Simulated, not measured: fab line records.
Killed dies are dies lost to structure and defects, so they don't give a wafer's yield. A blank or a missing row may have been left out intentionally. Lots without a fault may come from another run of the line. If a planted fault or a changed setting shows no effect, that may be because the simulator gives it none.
fab line records + flow sky130
record:
- lots: 13
- wafers: 39
- last_day: 50
route steps=708 shown VT_ADJUST_LVTN@117 VIA4@652 METAL5@675 PASSIVATION@683 PAD_OPEN@708
lots with no fault: from the same line, run without faults
start_h: start of the lot's first displayed wafer, in hours after the record's first day + wait_h: hours since the lot's step before + " same as the row above + L1.1+2: one row covering several wafers at once + - no value, or no start given + * or withheld: withheld + < > ~ a bound
route shown NAME@n: names a module that has steps shown in the file, with the first one's number in the route + usual: average and standard deviation across the fault-free wafers + same: alike in all rows + chamber/n: place in a boat + sites: per-site readings + _std_site: standard deviation across them + _edge_site: mean of outer sites minus mean of inner sites + radius_mm: how far each site lies from the wafer's centre + mask NAME#n: copy n + behind: tool/chamber where the wafer was last shaped + hold: cause of the lot's hold/its duration in hours/its outcome + device: whichever transistor did not switch (one of n, p or np) + end of line: tests run on the same wafers once the route is complete + a step without rows: its recipe alone + killed: at the first sort, the dies lost to defects and structure; wafer yield is something else + map: dies across one wafer; x = killed, . = not, _ = none there
set.NAME: the setting the step ran with; set.NAME@STEP: the setting that earlier step ran with + model.NAME: the simulator's own value behind a step, which no gauge read
one table for each step of the route and one row for each wafer, over a sample of lots
services: a tool's chamber out of use, with start hour (start_h, from the record's first day; less than 0 if before it), hours out, and reason
== steps ==
step: SKY_VT_ADJUST_LVTN_STRIP_20
recipe:
- chemistry: O2/N2
- power_w: 1400
- pressure_mtorr: 1500
- platen_temp_c: withheld
- o2_flow_sccm: 3000
- n2_flow_sccm: 300
- overash_fraction: 0.5
usual:
- drypump_motor_current_A: 6.1/0.44
- oes_product_au: 0.715/0.0046
- strip_time_to_endpoint_s: 14.18/0.04
| lot.wafer | tool            | chamber | start_h | wait_h | drypump_motor_current_A | oes_product_au | rf_hours_counter_h | strip_time_to_endpoint_s |
|-----------|-----------------|---------|---------|--------|-------------------------|----------------|--------------------|--------------------------|
| L693.1    | plasma_asher-01 | 0       | 189.24  | 0.1    | 6.7                     | 0.712          | 51                 | 14.17                    |
| L693.4    | "               | 0       | "       | "      | 6.7                     | 0.713          | -                  | 14.20                    |
| L693.6    | "               | 1       | "       | "      | 6.4                     | 0.720          | -                  | 14.13                    |
| L694.4    | plasma_asher-03 | 0       | 189.94  | 0.1    | 5.6                     | 0.712          | -                  | 14.11                    |
| L694.5    | "               | 1       | "       | "      | 6.4                     | 0.708          | -                  | 14.10                    |
| L694.6    | "               | 0       | "       | "      | 5.6                     | 0.719          | -                  | 14.17                    |
| L695.1    | plasma_asher-01 | 1       | 190.49  | 0.1    | 6.4                     | 0.711          | 51                 | 14.20                    |
| L695.3    | "               | 0       | "       | "      | 6.7                     | 0.716          | -                  | 14.23                    |
| L695.6    | "               | 0       | "       | "      | 6.7                     | 0.722          | -                  | 14.19                    |
| L698.3    | plasma_asher-03 | 1       | 211.39  | 0.1    | 6.4                     | 0.715          | -                  | 14.21                    |
| L698.4    | "               | 0       | "       | "      | 5.6                     | 0.719          | -                  | 14.23                    |
| L698.5    | "               | 0       | "       | "      | 5.7                     | 0.727          | -                  | 14.20                    |
| L699.1    | plasma_asher-03 | 0       | 220.91  | 0.1    | 5.7                     | 0.719          | 53                 | 14.24                    |
| L699.3    | "               | 1       | "       | "      | 6.4                     | 0.713          | -                  | 14.22                    |
| L699.6    | "               | 0       | "       | "      | 5.7                     | 0.717          | -                  | 14.21                    |
| L701.1    | plasma_asher-03 | 1       | 231.61  | 0.1    | 6.4                     | 0.716          | 54                 | 14.15                    |
| L701.5    | "               | 1       | "       | "      | 6.4                     | 0.720          | -                  | 14.15                    |
| L701.6    | "               | 0       | "       | "      | 5.7                     | 0.722          | -                  | 14.22                    |
| L702.1    | plasma_asher-03 | 0       | 236.49  | 0.1    | 5.7                     | 0.714          | 54                 | 14.25                    |
| L702.2    | "               | 1       | "       | "      | 6.4                     | 0.717          | 54                 | 14.21                    |
| L702.3    | "               | 1       | "       | "      | 6.4                     | 0.716          | -                  | 14.21                    |
| L703.2    | plasma_asher-03 | 0       | 250.49  | 0.1    | 5.7                     | 0.716          | 55                 | 14.19                    |
| L703.3    | "               | 0       | "       | "      | 5.7                     | 0.712          | -                  | 14.12                    |
| L703.4    | "               | 1       | "       | "      | 6.4                     | 0.720          | -                  | 14.16                    |
| L705.4    | plasma_asher-03 | 0       | 257.22  | 0.1    | 5.7                     | 0.715          | -                  | 14.17                    |
| L705.5    | "               | 1       | "       | "      | 6.4                     | 0.714          | -                  | 14.12                    |
| L705.6    | "               | 0       | "       | "      | 5.7                     | 0.721          | -                  | 14.14                    |
| L708.2    | plasma_asher-03 | 1       | 281.94  | 0.1    | 6.4                     | 0.720          | 58                 | 14.20                    |
| L708.5    | "               | 0       | "       | "      | 5.7                     | 0.719          | -                  | 14.21                    |
| L708.6    | "               | 1       | "       | "      | 6.4                     | 0.719          | -                  | 14.18                    |
| L709.2    | plasma_asher-03 | 1       | 285.69  | 0.1    | 6.4                     | 0.717          | 59                 | 14.11                    |
| L709.3    | "               | 0       | "       | "      | 5.7                     | 0.706          | -                  | 14.16                    |
| L709.4    | "               | 1       | "       | "      | 6.4                     | 0.723          | -                  | 14.16                    |
| L712.2    | plasma_asher-02 | 1       | 305.34  | 0.1    | 5.4                     | 0.715          | 14                 | 14.15                    |
| L712.3    | "               | 1       | "       | "      | 5.4                     | 0.714          | -                  | 14.17                    |
| L712.6    | "               | 0       | "       | "      | 6.0                     | 0.722          | -                  | 14.13                    |
| L713.2    | plasma_asher-01 | 0       | 312.02  | 0.1    | 6.7                     | 0.719          | 62                 | 14.13                    |
| L713.4    | "               | 1       | "       | "      | 6.4                     | 0.716          | -                  | 14.17                    |
| L713.6    | "               | 0       | "       | "      | 6.7                     | 0.722          | -                  | 14.13                    |
step: SKY_VIA4_STRIP_13
recipe:
- chemistry: O2/N2
- power_w: 1400
- pressure_mtorr: 1500
- platen_temp_c: withheld
- o2_flow_sccm: 3000
- n2_flow_sccm: 300
- overash_fraction: 0.5
usual:
- drypump_motor_current_A: 5.9/0.38
- oes_product_au: 0.710/0.0042
- strip_time_to_endpoint_s: 12.80/0.03
| lot.wafer | tool            | chamber | start_h | wait_h | drypump_motor_current_A | oes_product_au | rf_hours_counter_h | strip_time_to_endpoint_s |
|-----------|-----------------|---------|---------|--------|-------------------------|----------------|--------------------|--------------------------|
| L693.1    | plasma_asher-03 | 0       | 1027.52 | -      | 5.7                     | 0.713          | 29                 | 12.84                    |
| L693.4    | "               | 1       | "       | "      | 6.4                     | 0.711          | -                  | 12.83                    |
| L693.6    | "               | 0       | "       | "      | 5.6                     | 0.709          | -                  | 12.76                    |
| L694.4    | plasma_asher-02 | 0       | 1035.93 | -      | 6.0                     | 0.710          | -                  | 12.84                    |
| L694.5    | "               | 1       | "       | "      | 5.4                     | 0.713          | -                  | 12.77                    |
| L694.6    | "               | 0       | "       | "      | 6.0                     | 0.702          | -                  | 12.83                    |
| L695.1    | plasma_asher-03 | 0       | 1038.27 | -      | 5.6                     | 0.715          | 30                 | 12.82                    |
| L695.3    | "               | 1       | "       | "      | 6.4                     | 0.717          | -                  | 12.82                    |
| L695.6    | "               | 0       | "       | "      | 5.7                     | 0.708          | -                  | 12.85                    |
| L698.3    | plasma_asher-03 | 0       | 1055.70 | -      | 5.7                     | 0.706          | -                  | 12.76                    |
| L698.4    | "               | 1       | "       | "      | 6.4                     | 0.709          | -                  | 12.74                    |
| L698.5    | "               | 0       | "       | "      | 5.6                     | 0.707          | -                  | 12.76                    |
| L699.1    | plasma_asher-02 | 0       | 1062.90 | -      | 6.0                     | 0.708          | 86                 | 12.78                    |
| L699.3    | "               | 1       | "       | "      | 5.4                     | 0.703          | -                  | 12.83                    |
| L699.6    | "               | 0       | "       | "      | 6.0                     | 0.710          | -                  | 12.83                    |
| L701.1    | plasma_asher-03 | 1       | 1073.82 | -      | 6.4                     | 0.712          | 34                 | 12.79                    |
| L701.5    | "               | 0       | "       | "      | 5.7                     | 0.711          | -                  | 12.77                    |
| L701.6    | "               | 1       | "       | "      | 6.4                     | 0.710          | -                  | 12.77                    |
| L702.1    | plasma_asher-03 | 0       | 1080.25 | -      | 5.6                     | 0.710          | 35                 | 12.78                    |
| L702.2    | "               | 1       | "       | "      | 6.4                     | 0.714          | 35                 | 12.84                    |
| L702.3    | "               | 0       | "       | "      | 5.6                     | 0.706          | -                  | 12.77                    |
| L703.2    | plasma_asher-03 | 1       | 1095.55 | -      | 6.4                     | 0.710          | 36                 | 12.74                    |
| L703.3    | "               | 1       | "       | "      | 6.4                     | 0.708          | -                  | 12.76                    |
| L703.4    | "               | 0       | "       | "      | 5.6                     | 0.702          | -                  | 12.80                    |
| L705.4    | plasma_asher-02 | 0       | 1095.60 | -      | 5.9                     | 0.706          | -                  | 12.78                    |
| L705.5    | "               | 0       | "       | "      | 6.0                     | 0.715          | -                  | 12.77                    |
| L705.6    | "               | 1       | "       | "      | 5.4                     | 0.710          | -                  | 12.79                    |
| L708.2    | plasma_asher-04 | 0       | 1116.55 | -      | 6.3                     | 0.708          | 5                  | 12.81                    |
| L708.5    | "               | 1       | "       | "      | 5.8                     | 0.707          | -                  | 12.78                    |
| L708.6    | "               | 0       | "       | "      | 6.4                     | 0.712          | -                  | 12.86                    |
| L709.2    | plasma_asher-03 | 1       | 1118.77 | -      | 6.4                     | 0.707          | 39                 | 12.91                    |
| L709.3    | "               | 0       | "       | "      | 5.7                     | 0.719          | -                  | 12.87                    |
| L709.4    | "               | 1       | "       | "      | 6.4                     | 0.715          | -                  | 12.89                    |
| L712.2    | plasma_asher-02 | 0       | 1135.71 | -      | 5.9                     | 0.705          | 94                 | 12.80                    |
| L712.3    | "               | 0       | "       | "      | 6.0                     | 0.707          | -                  | 12.78                    |
| L712.6    | "               | 1       | "       | "      | 5.4                     | 0.717          | -                  | 12.79                    |
| L713.2    | plasma_asher-02 | 1       | 1143.80 | -      | 5.4                     | 0.707          | 95                 | 12.84                    |
| L713.4    | "               | 0       | "       | "      | 6.0                     | 0.709          | -                  | 12.83                    |
| L713.6    | "               | 0       | "       | "      | 6.0                     | 0.713          | -                  | 12.80                    |
step: SKY_METAL5_DESCUM_14
recipe:
- chemistry: O2
- source_power_w: 150
- bias_power_w: 0
- pressure_mtorr: 10
- temp_c: 40
- time_s: 11
usual:
- drypump_motor_current_A: 5.6/0.36
- oes_product_au: 1.002/0.011
| lot.wafer | tool         | chamber | start_h | wait_h | drypump_motor_current_A | oes_product_au | rf_hours_counter_h |
|-----------|--------------|---------|---------|--------|-------------------------|----------------|--------------------|
| L693.1    | rie_metal-04 | 0       | 1050.96 | 0.1    | 5.6                     | 1.006          | 10                 |
| L693.4    | "            | 0       | "       | "      | 5.6                     | 1.006          | -                  |
| L693.6    | "            | 0       | "       | "      | 5.6                     | 1.009          | -                  |
| L694.4    | rie_metal-02 | 1       | 1059.88 | 0.1    | 5.8                     | 0.995          | -                  |
| L694.5    | "            | 1       | "       | "      | 5.8                     | 1.008          | -                  |
| L694.6    | "            | 0       | "       | "      | 5.5                     | 0.988          | -                  |
| L695.1    | rie_metal-03 | 1       | 1061.57 | 0.1    | 6.1                     | 1.002          | 18                 |
| L695.3    | "            | 0       | "       | "      | 5.1                     | 1.009          | -                  |
| L695.6    | "            | 0       | "       | "      | 5.1                     | 1.000          | -                  |
| L698.3    | rie_metal-02 | 0       | 1078.57 | 0.1    | 5.5                     | 0.993          | -                  |
| L698.4    | "            | 1       | "       | "      | 5.9                     | 1.014          | -                  |
| L698.5    | "            | 0       | "       | "      | 5.5                     | 0.984          | -                  |
| L699.1    | rie_metal-04 | 1       | 1085.17 | 0.1    | 5.5                     | 1.015          | 13                 |
| L699.3    | "            | 0       | "       | "      | 5.6                     | 1.005          | -                  |
| L699.6    | "            | 0       | "       | "      | 5.6                     | 1.002          | -                  |
| L701.1    | rie_metal-02 | 1       | 1096.36 | 0.1    | 5.9                     | 1.019          | 4                  |
| L701.5    | "            | 0       | "       | "      | 5.5                     | 0.993          | -                  |
| L701.6    | "            | 1       | "       | "      | 5.9                     | 1.013          | -                  |
| L702.1    | rie_metal-02 | 1       | 1102.12 | 0.1    | 5.9                     | 1.019          | 4                  |
| L702.2    | "            | 0       | "       | "      | 5.5                     | 0.984          | 21                 |
| L702.3    | "            | 0       | "       | "      | 5.5                     | 0.993          | -                  |
| L703.2    | rie_metal-04 | 0       | 1116.82 | 0.1    | 5.6                     | 0.989          | 14                 |
| L703.3    | "            | 1       | "       | "      | 5.4                     | 1.004          | -                  |
| L703.4    | "            | 0       | "       | "      | 5.6                     | 0.985          | -                  |
| L705.4    | rie_metal-03 | 0       | 1118.28 | 0.1    | 5.1                     | 1.000          | -                  |
| L705.5    | "            | 0       | "       | "      | 5.1                     | 0.990          | -                  |
| L705.6    | "            | 1       | "       | "      | 6.2                     | 1.004          | -                  |
| L708.2    | rie_metal-04 | 0       | 1137.67 | 0.1    | 5.7                     | 1.001          | 16                 |
| L708.5    | "            | 0       | "       | "      | 5.6                     | 1.003          | -                  |
| L708.6    | "            | 1       | "       | "      | 5.4                     | 1.014          | -                  |
| L709.2    | rie_metal-03 | 0       | 1139.72 | 0.1    | 5.1                     | 0.984          | 26                 |
| L709.3    | "            | 1       | "       | "      | 6.2                     | 1.008          | -                  |
| L709.4    | "            | 0       | "       | "      | 5.1                     | 0.983          | -                  |
| L712.2    | rie_metal-04 | 0       | 1156.02 | 0.1    | 5.6                     | 1.001          | 18                 |
| L712.3    | "            | 1       | "       | "      | 5.5                     | 1.019          | -                  |
| L712.6    | "            | 0       | "       | "      | 5.7                     | 1.001          | -                  |
| L713.2    | rie_metal-04 | 0       | 1163.39 | 0.1    | 5.6                     | 0.998          | 19                 |
| L713.4    | "            | 1       | "       | "      | 5.4                     | 1.002          | -                  |
| L713.6    | "            | 1       | "       | "      | 5.4                     | 1.013          | -                  |
step: SKY_PASSIVATION_CVD_02
recipe:
- material: Si3N4
- target_thk_nm: 540
- temp_c: 400
- time_s: withheld
- rf_w: 450
usual:
- heater_power_w: 674/89
| lot.wafer | tool     | chamber | start_h | wait_h | heater_power_w |
|-----------|----------|---------|---------|--------|----------------|
| L693.1    | pecvd-02 | 0       | 1052.03 | 0.1    | 472            |
| L693.4    | "        | 1       | "       | "      | 744            |
| L693.6    | "        | 2       | "       | "      | 728            |
| L694.4    | pecvd-02 | 1       | 1060.98 | 0.1    | 666            |
| L694.5    | "        | 2       | "       | "      | 627            |
| L694.6    | "        | 0       | "       | "      | 433            |
| L695.1    | pecvd-03 | 1       | 1062.85 | 0.1    | 688            |
| L695.3    | "        | 2       | "       | "      | 754            |
| L695.6    | "        | 0       | "       | "      | 630            |
| L698.3    | pecvd-03 | 0       | 1079.50 | 0.0    | 635            |
| L698.4    | "        | 0       | "       | "      | 667            |
| L698.5    | "        | 2       | "       | "      | 723            |
| L699.1    | pecvd-03 | 2       | 1086.12 | 0.1    | 654            |
| L699.3    | "        | 0       | "       | "      | 586            |
| L699.6    | "        | 1       | "       | "      | 789            |
| L701.1    | pecvd-03 | 0       | 1097.39 | 0.1    | 652            |
| L701.5    | "        | 1       | "       | "      | 710            |
| L701.6    | "        | 0       | "       | "      | 664            |
| L702.1    | pecvd-02 | 2       | 1103.07 | 0.1    | 761            |
| L702.2    | "        | 1       | "       | "      | 676            |
| L702.3    | "        | 0       | "       | "      | 446            |
| L703.2    | pecvd-02 | 2       | 1117.77 | 0.0    | 720            |
| L703.3    | "        | 1       | "       | "      | 627            |
| L703.4    | "        | 0       | "       | "      | 428            |
| L705.4    | pecvd-03 | 2       | 1119.37 | 0.1    | 728            |
| L705.5    | "        | 0       | "       | "      | 710            |
| L705.6    | "        | 1       | "       | "      | 690            |
| L708.2    | pecvd-01 | 1       | 1138.62 | 0.0    | 783            |
| L708.5    | "        | 1       | "       | "      | 824            |
| L708.6    | "        | 2       | "       | "      | 614            |
| L709.2    | pecvd-02 | 2       | 1140.75 | 0.0    | 786            |
| L709.3    | "        | 1       | "       | "      | 681            |
| L709.4    | "        | 0       | "       | "      | 434            |
| L712.2    | pecvd-03 | 2       | 1157.00 | 0.0    | 780            |
| L712.3    | "        | 1       | "       | "      | 764            |
| L712.6    | "        | 1       | "       | "      | 747            |
| L713.2    | pecvd-02 | 0       | 1164.60 | 0.0    | 470            |
| L713.4    | "        | 2       | "       | "      | 689            |
| L713.6    | "        | 0       | "       | "      | 491            |
step: SKY_PAD_OPEN_PROBE_99
usual:
- killed_at_M0_to_M3: 44/6.8
- killed_at_M4_up: 2.9/1.7
- killed_at_contacts: 24/5.2
- killed_at_front_end: 15/4
- killed_at_other: 0.2/0.44
- killed_dies: 86/9.9
- killed_open: 47/7.9
- killed_short: 39/6.3
same:
- gross_dies: 492
- killed_at_back_side: 0
| lot.wafer | tool      | chamber | start_h | wait_h | killed_at_M0_to_M3 | killed_at_M4_up | killed_at_contacts | killed_at_front_end | killed_at_other | killed_dies | killed_open | killed_short |
|-----------|-----------|---------|---------|--------|--------------------|-----------------|--------------------|---------------------|-----------------|-------------|-------------|--------------|
| L703.2    | prober-02 | -       | 1158.74 | 0.1    | 46                 | 2               | 24                 | 21                  | 0               | 93          | 47          | 46           |
| L703.3    | prober-02 | -       | 1158.79 | 0.2    | 53                 | 0               | 28                 | 15                  | 0               | 96          | 59          | 37           |
| L703.4    | prober-02 | -       | 1158.84 | 0.2    | 46                 | 5               | 17                 | 20                  | 0               | 88          | 50          | 38           |
| L705.4    | prober-01 | -       | 1159.91 | 0.2    | 33                 | 2               | 13                 | 76                  | 0               | 124         | 34          | 24           |
| L705.5    | prober-01 | -       | 1159.96 | 0.2    | 36                 | 1               | 29                 | 76                  | 0               | 142         | 45          | 28           |
| L705.6    | prober-01 | -       | 1160.01 | 0.2    | 39                 | 1               | 24                 | 86                  | 0               | 150         | 53          | 28           |
| L708.2    | prober-02 | -       | 1175.34 | 0.1    | 29                 | 1               | 20                 | 74                  | 0               | 124         | 30          | 27           |
| L708.5    | prober-02 | -       | 1175.49 | 0.2    | 53                 | 1               | 16                 | 87                  | 1               | 158         | 42          | 44           |
| L708.6    | prober-02 | -       | 1175.54 | 0.2    | 24                 | 6               | 16                 | 80                  | 0               | 126         | 28          | 30           |
| L709.2    | prober-01 | -       | 1178.48 | 0.1    | 38                 | 6               | 19                 | 72                  | 0               | 135         | 30          | 43           |
| L709.3    | prober-01 | -       | 1178.53 | 0.2    | 59                 | 0               | 17                 | 84                  | 0               | 160         | 50          | 43           |
| L709.4    | prober-01 | -       | 1178.58 | 0.2    | 35                 | 0               | 20                 | 83                  | 0               | 138         | 43          | 29           |
killed by level:class
L703.2 CONTACT:geometric_particle:open=13 VIA1:geometric_particle:open=7 METAL1:geometric_particle:short=6 VIA3:geometric_particle:short=6 VIA3:geometric_particle:open=6 POLY_GATE:geometric_particle:short=5 METAL3:geometric_particle:short=5 FIELD_ISO:geometric_particle:short=4
L703.3 VIA1:geometric_particle:open=11 CONTACT:geometric_particle:open=9 LI_CONTACT:geometric_particle:open=7 VIA2:geometric_particle:open=6 METAL2:geometric_particle:short=6 METAL1:geometric_particle:short=5 METAL1:geometric_particle:open=5 VIA3:geometric_particle:open=5
L703.4 VIA1:geometric_particle:open=11 METAL2:geometric_particle:short=7 VIA2:geometric_particle:open=7 CONTACT:geometric_particle:open=6 METAL1:geometric_particle:short=6 POLY_GATE:geometric_particle:open=5 FIELD_ISO:geometric_particle:open=4 POLY_GATE:geometric_particle:short=4
L705.4 VT_ADJUST_LVTN:unspecified=65 VIA1:geometric_particle:open=10 CONTACT:geometric_particle:open=6 VIA3:geometric_particle:open=6 METAL1:geometric_particle:short=4 VIA3:geometric_particle:short=4 POLY_GATE:geometric_particle:short=3 LI_CONTACT:geometric_particle:open=3
L705.5 VT_ADJUST_LVTN:unspecified=69 LI_CONTACT:geometric_particle:open=12 VIA2:geometric_particle:open=7 CONTACT:geometric_particle:open=6 VIA1:geometric_particle:open=6 METAL2:geometric_particle:short=6 LOCAL_INTERCONNECT:geometric_particle:short=4 VIA3:geometric_particle:open=4
L705.6 VT_ADJUST_LVTN:unspecified=69 CONTACT:geometric_particle:open=12 VIA1:geometric_particle:open=10 LI_CONTACT:geometric_particle:open=7 METAL2:geometric_particle:short=7 VIA2:geometric_particle:open=6 FIELD_ISO:geometric_particle:open=4 POLY_GATE:geometric_particle:open=4
L708.2 VT_ADJUST_LVTN:unspecified=67 CONTACT:geometric_particle:open=8 METAL2:geometric_particle:short=6 METAL1:geometric_particle:short=5 VIA3:geometric_particle:open=5 LI_CONTACT:geometric_particle:open=4 CONTACT:geometric_particle:short=4 VIA2:geometric_particle:short=4
L708.5 VT_ADJUST_LVTN:unspecified=72 VIA1:geometric_particle:open=14 CONTACT:geometric_particle:open=7 VIA2:geometric_particle:open=7 VIA3:geometric_particle:open=6 METAL1:geometric_particle:short=6 VIA1:geometric_particle:short=6 FIELD_ISO:geometric_particle:short=5
L708.6 VT_ADJUST_LVTN:unspecified=68 LOCAL_INTERCONNECT:geometric_particle:short=7 VIA1:geometric_particle:open=7 POLY_GATE:geometric_particle:short=6 LI_CONTACT:geometric_particle:open=4 METAL2:geometric_particle:short=4 VIA3:geometric_particle:open=4 CONTACT:geometric_particle:open=3
L709.2 VT_ADJUST_LVTN:unspecified=62 VIA1:geometric_particle:open=9 VIA1:geometric_particle:short=7 LOCAL_INTERCONNECT:geometric_particle:short=6 CONTACT:geometric_particle:open=5 CONTACT:geometric_particle:short=4 METAL2:geometric_particle:short=4 VIA2:geometric_particle:short=4
L709.3 VT_ADJUST_LVTN:unspecified=67 VIA1:geometric_particle:open=19 METAL1:geometric_particle:short=9 METAL2:geometric_particle:short=9 FIELD_ISO:geometric_particle:open=8 CONTACT:geometric_particle:open=7 VIA3:geometric_particle:short=5 LI_CONTACT:geometric_particle:open=4
L709.4 VT_ADJUST_LVTN:unspecified=66 CONTACT:geometric_particle:open=8 VIA1:geometric_particle:open=8 VIA3:geometric_particle:open=6 LOCAL_INTERCONNECT:geometric_particle:short=5 POLY_GATE:geometric_particle:short=5 VIA2:geometric_particle:open=5 METAL1:geometric_particle:short=5
== services ==
| tool            | chamber | start_h | hours | kind   |
|-----------------|---------|---------|-------|--------|
| pecvd-02        | -       | 186.94  | 0.7   | repair |
| rie_metal-04    | -       | 198.46  | 2.0   | repair |
| pecvd-02        | 2       | 254.09  | 10.5  | repair |
| pecvd-02        | -       | 282.17  | 0.7   | repair |
| pecvd-02        | 2       | 289.94  | 9.4   | repair |
| plasma_asher-02 | -       | 310.34  | 15.1  | repair |
| pecvd-02        | -       | 318.10  | 1.3   | repair |
| rie_metal-04    | -       | 384.24  | 0.3   | repair |
| plasma_asher-03 | -       | 416.80  | 2.8   | pm     |
| pecvd-02        | -       | 454.58  | 6.0   | pm     |
| plasma_asher-02 | -       | 460.86  | 2.0   | repair |
| pecvd-02        | 0       | 474.51  | 4.9   | repair |
| plasma_asher-03 | -       | 479.09  | 0.7   | repair |
| pecvd-03        | 1       | 484.30  | 23.8  | repair |
| plasma_asher-02 | -       | 485.50  | 0.8   | repair |
| plasma_asher-03 | -       | 498.32  | 3.3   | repair |
| plasma_asher-02 | -       | 529.83  | 2.2   | repair |
| pecvd-03        | -       | 532.44  | 2.8   | pm     |
| pecvd-02        | -       | 585.63  | 4.3   | pm     |
| pecvd-02        | 1       | 599.42  | 56.2  | repair |
| rie_metal-04    | -       | 606.76  | 1.9   | repair |
| plasma_asher-03 | -       | 641.31  | 2.7   | repair |
| plasma_asher-03 | -       | 733.75  | 9.0   | pm     |
| plasma_asher-03 | -       | 1022.98 | 1.3   | repair |
== key ==
first_sign:
- step: SKY_PAD_OPEN_PROBE_99
- reading: killed_at_front_end
- direction: up
- sigmas: 16
- usual: 15
- struck: 80
effect:
- step: SKY_PAD_OPEN_PROBE_99
- reading: killed_dies
- direction: up
- sigmas: 5.4
- usual: 86
- struck: 140
met_at SKY_VT_ADJUST_LVTN_STRIP_20
struck_lots L705,L708,L709
tester_left_out L705,L708,L709
not_acting_at SKY_VIA4_STRIP_13,SKY_METAL5_DESCUM_14,SKY_PASSIVATION_CVD_02
onset_between 250.49 257.22
fault:
- kind: chamber_particle_source
- tool: plasma_asher-03
- chamber: -
- onset_h: 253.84
- steps: SKY_VT_ADJUST_LVTN_STRIP_20
- rate_per_visit_cm2: 1.8504
- end_h: 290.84
tester_left_out: of these lots the tester's yield and bins aren't shown, on N5 and GAA mostly nor the transistor test; their killed dies are dies lost to structure and defects alone, not to doping, threshold or leakage, so they don't give the yield
